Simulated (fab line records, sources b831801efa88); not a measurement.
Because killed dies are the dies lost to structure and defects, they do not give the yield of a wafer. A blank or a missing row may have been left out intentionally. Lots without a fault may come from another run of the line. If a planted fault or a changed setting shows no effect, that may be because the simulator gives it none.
fab line records | flow gf180mcu
record: lots: 12 | wafers: 36 | lastDay: 35
route steps=602 shown SAB@274 CONTACT@302 V1@337
lots untouched by any fault: they come from a run of this same line in which no faults occurred
startH: the number of hours between the record's first day and the start of the first shown wafer of the lot | waitH: how many hours have passed since the lot's step before this one | " unchanged from the row above | L1.1+2: a row that stands for several wafers | - no value, or no start was given | * or withheld: withheld | < > ~ a bound
route shown NAME@n: names a module that has steps shown in the file, with the first one's number in the route | usual: mean and standard deviation over wafers with no fault | same: alike in all rows | chamber/n: place in a boat | sites: each site's reading | _std_site: the standard deviation of these | _edge_site: mean of outer sites minus mean of inner sites | radiusMm: for every site, how far away it sits from the centre of the wafer | mask NAME#n: copy n | behind: tool/chamber where the wafer was last shaped | hold: why the lot was held/for how many hours/how that ended | device: which transistor (n, p or np) failed to switch | end of line: tests run on the same wafers once the route is complete | step lacking rows: just its recipe | killed: dies that structure and defects cost at the first sort, which is not the same as the wafer's yield | map: per-die view of a wafer (x killed, . not killed, _ where there is no die)
set.NAME: the run value of the setting; set.NAME@STEP: its run value at that earlier step | model.NAME: the simulator's own value behind a step, which no gauge read
steps of the route over a sample of lots; a table a step, a row a wafer
services: a tool's chamber out of use, with start hour (startH, from the record's first day; less than 0 if before it), hours out, and reason
== steps ==
step: GF_SAB_OVL_MEAS_10
usual: SAB_OVL: 0.5/1.3
lot.wafer | tool       | chamber | startH | waitH | SAB_OVL[nm]
L447.2    | overlay-02 | -       | 343.38 | 0.1   | -0.7
L447.4    | "          | -       | "      | "     | -0.7
L447.6    | "          | -       | "      | "     | -1.6
L450.1    | overlay-01 | -       | 378.87 | 0.1   | 0.1
L450.4    | "          | -       | "      | "     | 0.0
L450.6    | "          | -       | "      | "     | -1.3
L449.1    | overlay-02 | -       | 383.28 | 0.1   | 3.6
L449.5    | "          | -       | "      | "     | 0.3
L449.6    | "          | -       | "      | "     | -1.3
L451.1    | overlay-02 | -       | 389.81 | 0.1   | 0.4
L451.3    | "          | -       | "      | "     | 3.7
L451.6    | "          | -       | "      | "     | 3.6
L455.1    | overlay-01 | -       | 431.17 | 0.1   | -2.0
L455.5    | "          | -       | "      | "     | 1.3
L455.6    | "          | -       | "      | "     | -0.3
L459.1    | overlay-02 | -       | 458.01 | 0.1   | 1.1
L459.3    | "          | -       | "      | "     | -0.1
L459.5    | "          | -       | "      | "     | -1.5
L464.1    | overlay-02 | -       | 493.08 | 0.1   | 2.1
L464.2    | "          | -       | "      | "     | 3.8
L464.6    | "          | -       | "      | "     | 2.6
L466.2    | overlay-02 | -       | 516.23 | 0.1   | -0.2
L466.3    | "          | -       | "      | "     | -1.4
L466.6    | "          | -       | "      | "     | 0.1
L467.1    | overlay-02 | -       | 522.00 | 0.1   | -0.3
L467.5    | "          | -       | "      | "     | -0.1
L467.6    | "          | -       | "      | "     | 0.2
L468.3    | overlay-02 | -       | 533.54 | 0.1   | 0.3
L468.5    | "          | -       | "      | "     | -1.2
L468.6    | "          | -       | "      | "     | 2.1
L469.3    | overlay-01 | -       | 538.57 | 0.1   | 1.2
L469.4    | "          | -       | "      | "     | 0.0
L469.6    | "          | -       | "      | "     | 0.9
L470.2    | overlay-01 | -       | 545.58 | 0.1   | 2.0
L470.3    | "          | -       | "      | "     | 0.4
L470.6    | "          | -       | "      | "     | 1.1
step: GF_CONTACT_OVL_MEAS_15
usual: CONTACT_OVL: 0/5.3
lot.wafer | tool       | chamber | startH | waitH | CONTACT_OVL[nm]
L447.2    | overlay-02 | -       | 367.49 | 0.1   | 4
L447.4    | "          | -       | "      | "     | 6
L447.6    | "          | -       | "      | "     | 7
L450.1    | overlay-02 | -       | 403.76 | 0.1   | 5
L450.4    | "          | -       | "      | "     | 3
L450.6    | "          | -       | "      | "     | 10
L449.1    | overlay-01 | -       | 408.71 | 0.1   | 7
L449.5    | "          | -       | "      | "     | 3
L449.6    | "          | -       | "      | "     | -1
L451.1    | overlay-02 | -       | 415.31 | 0.1   | 4
L451.3    | "          | -       | "      | "     | 1
L451.6    | "          | -       | "      | "     | 3
L455.1    | overlay-01 | -       | 458.03 | 0.1   | -8
L455.5    | "          | -       | "      | "     | -4
L455.6    | "          | -       | "      | "     | -7
L459.1    | overlay-02 | -       | 484.48 | 0.1   | 0
L459.3    | "          | -       | "      | "     | -5
L459.5    | "          | -       | "      | "     | 5
L464.1    | overlay-01 | -       | 518.13 | 0.1   | -3
L464.2    | "          | -       | "      | "     | 4
L464.6    | "          | -       | "      | "     | -1
L466.2    | overlay-01 | -       | 540.23 | 0.1   | 3
L466.3    | "          | -       | "      | "     | 4
L466.6    | "          | -       | "      | "     | 3
L467.1    | overlay-01 | -       | 547.47 | 0.1   | 3
L467.5    | "          | -       | "      | "     | -2
L467.6    | "          | -       | "      | "     | -4
L468.3    | overlay-02 | -       | 557.94 | 0.1   | -14
L468.5    | "          | -       | "      | "     | -13
L468.6    | "          | -       | "      | "     | -10
L469.3    | overlay-02 | -       | 563.44 | 0.1   | -5
L469.4    | "          | -       | "      | "     | -10
L469.6    | "          | -       | "      | "     | -9
L470.2    | overlay-01 | -       | 569.68 | 0.1   | -4
L470.3    | "          | -       | "      | "     | 5
L470.6    | "          | -       | "      | "     | 3
step: GF_V1_CVD_02
recipe: material: SiO2 | targetThkNm: 850 | precursor: TEOS | tempC: 400 | timeS: 94.851 | rfW: 600
usual: heaterPowerW: 655/99 | rfFwdPowerW: 595.9/1.9
lot.wafer | tool     | chamber | startH | waitH | heaterPowerW | rfFwdPowerW
L447.2    | pecvd-02 | 1       | 392.67 | 0.0   | 861          | 595.6
L447.4    | "        | 2       | "      | "     | 740          | 599.4
L447.6    | "        | 1       | "      | "     | 700          | 596.1
L450.1    | pecvd-02 | 1       | 429.99 | 0.1   | 839          | 594.6
L450.4    | "        | 0       | "      | "     | 590          | 596.1
L450.6    | "        | 2       | "      | "     | 714          | 594.5
L449.1    | pecvd-04 | 1       | 434.80 | 0.1   | 631          | 593.3
L449.5    | "        | 2       | "      | "     | 872          | 596.7
L449.6    | "        | 1       | "      | "     | 702          | 591.4
L451.1    | pecvd-02 | 0       | 442.54 | 0.1   | 566          | 596.3
L451.3    | "        | 1       | "      | "     | 780          | 596.6
L451.6    | "        | 0       | "      | "     | 591          | 595.9
L455.1    | pecvd-02 | 2       | 485.06 | 0.1   | 674          | 499.5
L455.5    | "        | 2       | "      | "     | 782          | 496.6
L455.6    | "        | 0       | "      | "     | 504          | 595.0
L459.1    | pecvd-02 | 0       | 511.51 | 0.1   | 545          | 592.8
L459.3    | "        | 2       | "      | "     | 786          | 502.6
L459.5    | "        | 0       | "      | "     | 607          | 595.9
L464.1    | pecvd-01 | 1       | 543.29 | 0.1   | 679          | 596.6
L464.2    | "        | 0       | "      | "     | 670          | 597.7
L464.6    | "        | 0       | "      | "     | 535          | 595.7
L466.2    | pecvd-01 | 1       | 565.40 | 0.0   | 574          | 595.7
L466.3    | "        | 0       | "      | "     | 602          | 595.2
L466.6    | "        | 0       | "      | "     | 669          | 596.4
L467.1    | pecvd-02 | 2       | 572.25 | 0.1   | 696          | 597.6
L467.5    | "        | 2       | "      | "     | 602          | 599.0
L467.6    | "        | 0       | "      | "     | 500          | 598.2
L468.3    | pecvd-01 | 2       | 582.40 | 0.0   | 556          | 595.3
L468.5    | "        | 1       | "      | "     | 684          | 594.1
L468.6    | "        | 0       | "      | "     | 544          | 598.8
L469.3    | pecvd-02 | 2       | 587.97 | 0.1   | 710          | 596.3
L469.4    | "        | 0       | "      | "     | 486          | 594.5
L469.6    | "        | 2       | "      | "     | 753          | 596.3
L470.2    | pecvd-04 | 1       | 593.65 | 0.0   | 705          | 593.0
L470.3    | "        | 2       | "      | "     | 881          | 594.4
L470.6    | "        | 2       | "      | "     | 712          | 594.0
step: GF_V1_THK_MEAS_03
recipe: reads: SiO2_of_V1_CVD_02
usual: V1_CVD_02_THK: 851/12
lot.wafer | tool         | chamber | startH | waitH | V1_CVD_02_THK[nm]
L447.2    | filmMetro-03 | -       | 392.75 | 0.0   | 841
L447.4    | "            | -       | "      | "     | 862
L447.6    | "            | -       | "      | "     | 863
L450.1    | filmMetro-02 | -       | 430.10 | 0.1   | 831
L450.4    | "            | -       | "      | "     | 876
L450.6    | "            | -       | "      | "     | 851
L449.1    | filmMetro-02 | -       | 434.87 | 0.0   | 856
L449.5    | "            | -       | "      | "     | 863
L449.6    | "            | -       | "      | "     | 861
L451.1    | filmMetro-01 | -       | 442.61 | 0.0   | 850
L451.3    | "            | -       | "      | "     | 848
L451.6    | "            | -       | "      | "     | 868
L455.1    | filmMetro-03 | -       | 485.16 | 0.1   | 811
L455.5    | "            | -       | "      | "     | 811
L455.6    | "            | -       | "      | "     | 867
L459.1    | filmMetro-01 | -       | 511.61 | 0.1   | 841
L459.3    | "            | -       | "      | "     | 823
L459.5    | "            | -       | "      | "     | 864
L464.1    | filmMetro-01 | -       | 543.36 | 0.0   | 830
L464.2    | "            | -       | "      | "     | 828
L464.6    | "            | -       | "      | "     | 840
L466.2    | filmMetro-02 | -       | 565.48 | 0.0   | 836
L466.3    | "            | -       | "      | "     | 838
L466.6    | "            | -       | "      | "     | 848
L467.1    | filmMetro-01 | -       | 572.36 | 0.1   | 845
L467.5    | "            | -       | "      | "     | 873
L467.6    | "            | -       | "      | "     | 864
L468.3    | filmMetro-03 | -       | 582.49 | 0.1   | 823
L468.5    | "            | -       | "      | "     | 851
L468.6    | "            | -       | "      | "     | 856
L469.3    | filmMetro-01 | -       | 588.06 | 0.1   | 854
L469.4    | "            | -       | "      | "     | 861
L469.6    | "            | -       | "      | "     | 852
L470.2    | filmMetro-01 | -       | 593.73 | 0.0   | 845
L470.3    | "            | -       | "      | "     | 838
L470.6    | "            | -       | "      | "     | 858
step: GF_V1_CMP_04
recipe: material: SiO2 | downForcePsi: 4 | platenRpm: 60 | padVelocityMS: 0.94248
usual: edgeZonePressureFrac: 1.000/0.0055 | motorCurrentA: 11.9/1 | timeToEndpointS: 81/5.3
lot.wafer | tool   | chamber | startH | waitH | edgeZonePressureFrac | motorCurrentA | timeToEndpointS
L447.2    | cmp-01 | 3       | 392.90 | 0.1   | 0.989                | 12.8          | 78
L447.4    | "      | 0       | "      | "     | 1.004                | 11.0          | 88
L447.6    | "      | 2       | "      | "     | 1.000                | 11.5          | 82
L450.4    | cmp-01 | 0       | 430.40 | 0.3   | 0.992                | 11.4          | 88
L450.1    | "      | 1       | "      | "     | 1.010                | 12.7          | 72
L450.6    | "      | 1       | "      | "     | 1.010                | 12.8          | 77
L449.1    | cmp-01 | 2       | 435.03 | 0.1   | 1.006                | 10.6          | 80
L449.6    | "      | 0       | "      | "     | 0.998                | 11.2          | 85
L449.5    | "      | 1       | "      | "     | 1.005                | 12.6          | 84
L451.1    | cmp-02 | 2       | 442.72 | 0.1   | 1.005                | 9.7           | 84
L451.3    | "      | 0       | "      | "     | 1.000                | 12.4          | 79
L451.6    | "      | 2       | "      | "     | 0.993                | 10.5          | 91
L455.1    | cmp-02 | 2       | 485.27 | 0.1   | 0.996                | 9.7           | 68
L455.5    | "      | 1       | "      | "     | 0.990                | 12.6          | 61
L455.6    | "      | 2       | "      | "     | 1.001                | 10.4          | 88
L459.3    | cmp-02 | 3       | 511.67 | 0.0   | 1.002                | 11.8          | 72
L459.1    | "      | 2       | "      | "     | 0.999                | 10.4          | 81
L459.5    | "      | 3       | "      | "     | 1.006                | 11.5          | 87
L464.1    | cmp-01 | 0       | 543.42 | 0.1   | 0.988                | 11.3          | 77
L464.2    | "      | 3       | "      | "     | 1.006                | 13.1          | 75
L464.6    | "      | 0       | "      | "     | 0.993                | 11.1          | 80
L466.2    | cmp-01 | 0       | 565.53 | 0.0   | 1.002                | 11.8          | 75
L466.3    | "      | 3       | "      | "     | 1.002                | 13.2          | 76
L466.6    | "      | 1       | "      | "     | 0.998                | 12.6          | 78
L467.1    | cmp-01 | 3       | 572.57 | 0.2   | 0.999                | 13.4          | 79
L467.6    | "      | 0       | "      | "     | 1.002                | 11.9          | 88
L467.5    | "      | 1       | "      | "     | 1.008                | 12.1          | 87
L468.3    | cmp-02 | 3       | 582.63 | 0.1   | 0.998                | 11.8          | 71
L468.6    | "      | 1       | "      | "     | 1.009                | 12.6          | 74
L468.5    | "      | 2       | "      | "     | 0.996                | 9.7           | 78
L469.3    | cmp-02 | 2       | 588.26 | 0.2   | 0.993                | 9.9           | 85
L469.4    | "      | 3       | "      | "     | 0.996                | 12.0          | 85
L469.6    | "      | 0       | "      | "     | 1.009                | 12.9          | 80
L470.2    | cmp-01 | 3       | 593.83 | 0.1   | 1.008                | 12.6          | 84
L470.3    | "      | 0       | "      | "     | 1.000                | 11.7          | 80
L470.6    | "      | 2       | "      | "     | 0.996                | 11.0          | 80
step: GF_V1_CVD_23
recipe: material: W | targetThkNm: 350 | timeS: 105.05 | tempC: 400 | pressureTorr: 40
usual: chamberPressureTorr: 40.00/0.084 | heaterPowerW: 792/17
lot.wafer | tool    | chamber | startH | waitH | chamberPressureTorr | heaterPowerW
L447.2    | cvdW-02 | 1       | 417.17 | 0.0   | 40.04               | 806
L447.4    | "       | 1       | "      | "     | 40.00               | 826
L447.6    | "       | 1       | "      | "     | 40.08               | 801
L450.1    | cvdW-01 | 1       | 456.63 | 0.0   | 40.02               | 777
L450.4    | "       | 1       | "      | "     | 39.99               | 797
L450.6    | "       | 1       | "      | "     | 39.89               | 786
L449.1    | cvdW-01 | 1       | 461.58 | 0.0   | 40.05               | 789
L449.5    | "       | 1       | "      | "     | 40.08               | 794
L449.6    | "       | 1       | "      | "     | 40.13               | 784
L451.1    | cvdW-01 | 1       | 468.68 | 0.0   | 39.98               | 798
L451.3    | "       | 1       | "      | "     | 40.01               | 775
L451.6    | "       | 0       | "      | "     | 39.91               | 761
L455.1    | cvdW-02 | 1       | 510.95 | 0.0   | 39.89               | 827
L455.5    | "       | 1       | "      | "     | 39.97               | 810
L455.6    | "       | 0       | "      | "     | 40.19               | 779
L459.1    | cvdW-02 | 1       | 535.57 | 0.0   | 39.95               | 806
L459.3    | "       | 0       | "      | "     | 39.95               | 773
L459.5    | "       | 0       | "      | "     | 39.85               | 775
L464.1    | cvdW-02 | 1       | 567.27 | 0.0   | 39.90               | 819
L464.2    | "       | 1       | "      | "     | 39.86               | 804
L464.6    | "       | 1       | "      | "     | 39.93               | 818
L466.2    | cvdW-02 | 1       | 588.78 | 0.0   | 39.98               | 813
L466.3    | "       | 1       | "      | "     | 40.03               | 805
L466.6    | "       | 0       | "      | "     | 39.99               | 779
L467.1    | cvdW-01 | 1       | 595.52 | 0.0   | 39.97               | 834
L467.5    | "       | 0       | "      | "     | 40.05               | 824
L467.6    | "       | 1       | "      | "     | 39.99               | 785
L468.3    | cvdW-01 | 0       | 605.93 | 0.1   | 40.08               | 787
L468.5    | "       | 1       | "      | "     | 39.98               | 786
L468.6    | "       | 0       | "      | "     | 40.14               | 806
L469.3    | cvdW-02 | 0       | 611.76 | 0.1   | 40.18               | 777
L469.4    | "       | 1       | "      | "     | 40.01               | 802
L469.6    | "       | 1       | "      | "     | 39.92               | 805
L470.2    | cvdW-02 | 1       | 616.58 | 0.0   | 40.09               | 793
L470.3    | "       | 1       | "      | "     | 40.06               | 818
L470.6    | "       | 0       | "      | "     | 39.73               | 781
== services ==
tool     | chamber | startH | hours | kind
cmp-02   | -       | 382.14 | 3.4   | pm
cmp-01   | -       | 386.02 | 3.2   | pm
cvdW-01  | 0       | 387.42 | 2.6   | repair
cvdW-01  | -       | 390.00 | 14.0  | pm
cmp-02   | -       | 399.30 | 5.5   | pm
cmp-01   | -       | 404.06 | 4.0   | pm
cvdW-01  | 0       | 405.94 | 60.2  | repair
cmp-02   | -       | 408.60 | 16.6  | pm
cvdW-02  | 1       | 421.48 | 14.7  | repair
cmp-02   | -       | 434.67 | 2.4   | repair
cvdW-02  | -       | 435.14 | 0.9   | repair
cmp-02   | -       | 437.03 | 5.2   | pm
cmp-02   | -       | 453.23 | 1.5   | repair
cmp-01   | -       | 462.37 | 14.8  | pm
pecvd-02 | 1       | 464.98 | 140.0 | repair
cvdW-02  | -       | 491.27 | 2.8   | pm
pecvd-02 | -       | 493.29 | 0.5   | repair
cvdW-01  | 0       | 496.72 | 3.5   | repair
cmp-02   | -       | 497.76 | 0.6   | repair
pecvd-02 | 0       | 532.83 | 15.7  | repair
cvdW-02  | -       | 539.91 | 1.1   | repair
cmp-02   | -       | 548.17 | 0.2   | repair
cvdW-02  | 0       | 563.52 | 8.6   | repair
cvdW-02  | -       | 594.45 | 1.6   | repair
== key ==
firstSign: step: GF_V1_CVD_02 | reading: rfFwdPowerW | direction: down | sigmas: 50 | usual: 595.9 | struck: 499.6
effect: step: GF_V1_THK_MEAS_03 | reading: V1_CVD_02_THK | direction: down | sigmas: 3.1 | usual: 851 | struck: 815
effect: step: GF_V1_CMP_04 | reading: timeToEndpointS | direction: down | sigmas: 2.6 | usual: * | struck: *
metAt GF_V1_CVD_02
struckLots L455,L459
struckWafers L455.1,L455.5,L459.3
notActingAt GF_SAB_OVL_MEAS_10,GF_CONTACT_OVL_MEAS_15,GF_V1_CVD_23
onsetBetween 429.99 485.06
fault: kind: processParameterDrift | tool: pecvd-02 | chamber: 2 | onsetH: 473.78 | steps: GF_V1_CVD_02 | channel: rfW | offset: -96 | shape: step | endH: 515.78 | actsIn: theseRecipesOnly | stated: 600
